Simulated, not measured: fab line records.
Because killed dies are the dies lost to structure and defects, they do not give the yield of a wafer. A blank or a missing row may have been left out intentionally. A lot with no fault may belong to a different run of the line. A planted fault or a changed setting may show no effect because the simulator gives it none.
Problem report in the 8D (eight disciplines) form, filled by code | flow sfq-line | the parts of the form that need people (team, actions taken, sign-off) are left out

1. THE ISSUE
At SFQ_TRILAYER_I0_DEP_PECVD_027, run-length-s averages 170.1 s over 6 wafers from 2 lots, while fault-free wafers read 139.0 s, standard deviation 0.46. Measured from the usual mean, that is +68 standard deviations.
The step: deposits SiO2 from SiH4/N2O, time 111.11 s, target thk 500 nm.
Seen first at day 10 12:31 on pecvd-02, wafer L515.2. Wafers with a number at this step in the record: 42, from 14 lots. Rule for "out" (also "out of limits"): further than 4 standard deviations from the usual mean. The rest of the wafers with a number are treated as sound.

2. WHAT IT IS, AND WHAT IT ISN'T
question                    | is                     | is not
which readings at this step | run-length-s           | heater-power-w
which lots                  | L515, L518             | L502, L504, L506, L508, L509, L510, L511, L516, L522, L523, L524, L525
which wafers of those lots  | all that have a number | -
read on which tools         | pecvd-02               | pecvd-01, pecvd-03
when                        | from day 10 12:31      | up to then (21 sound wafers); but 15 sound wafers of L516, L522, L523, L524, L525 came after

3. SUSPECTS, AND WHAT RULES EACH OUT
Counting: a tool at a process step up to the reading stays a suspect if it ran every lot that is out and no sound lot after the first of them.
- pecvd-02 at SFQ_TRILAYER_I0_DEP_PECVD_027 (deposits SiO2 from SiH4/N2O, time 111.11 s, target thk 500 nm): kept. It ran every lot that is out, first L515 (day 10 12:31), and no sound lot after that; its last sound lot up to then is L511 (day 8 18:25). Its own run-length-s readings are out on those wafers.
The count leaves pecvd-02 at SFQ_TRILAYER_I0_DEP_PECVD_027.

4. THE CAUSE (what the simulator had put in)
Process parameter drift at SFQ_TRILAYER_I0_DEP_PECVD_027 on pecvd-02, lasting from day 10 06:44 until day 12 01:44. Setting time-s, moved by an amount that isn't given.
Only this tool survived the counting.

5. THE CHAIN OF EFFECTS, in route order
Each row: a reading where the mean over the struck wafers with a number is more than 3 standard deviations away from the usual. Only readings whose record carries a usual standard deviation are examined. hours: median over the lots of the time between each lot's start at the first step of this table that gives one and its start at this step. sigmas: the change, counted in usual standard deviations.
hours | step                          | reading            | usual   | on struck wafers | change | sigmas
0     | SFQ_TRILAYER_I0_DEP_PECVD_027 | run-length-s       | 139.0 s | 170.1            | +31.1  | +68
4     | SFQ_TRILAYER_I0_CMP_CMP_028   | time-to-endpoint-s | 212 s   | 313              | +101   | +11
The process steps in it:
- SFQ_TRILAYER_I0_DEP_PECVD_027: deposits SiO2 from SiH4/N2O, time 111.11 s, target thk 500 nm.
- SFQ_TRILAYER_I0_CMP_CMP_028: polishes SiO2.
Later steps that measure or inspect, where all struck wafers having a row at the step show a number for every such reading and not one has moved that far: SFQ_JJ_OVL_MEAS_931.

6. WHAT WOULD HAVE CAUGHT IT SOONER
6 hours passed between the start of the fault at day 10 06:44 and the first reading out of limits in this record, taken at day 10 12:31.
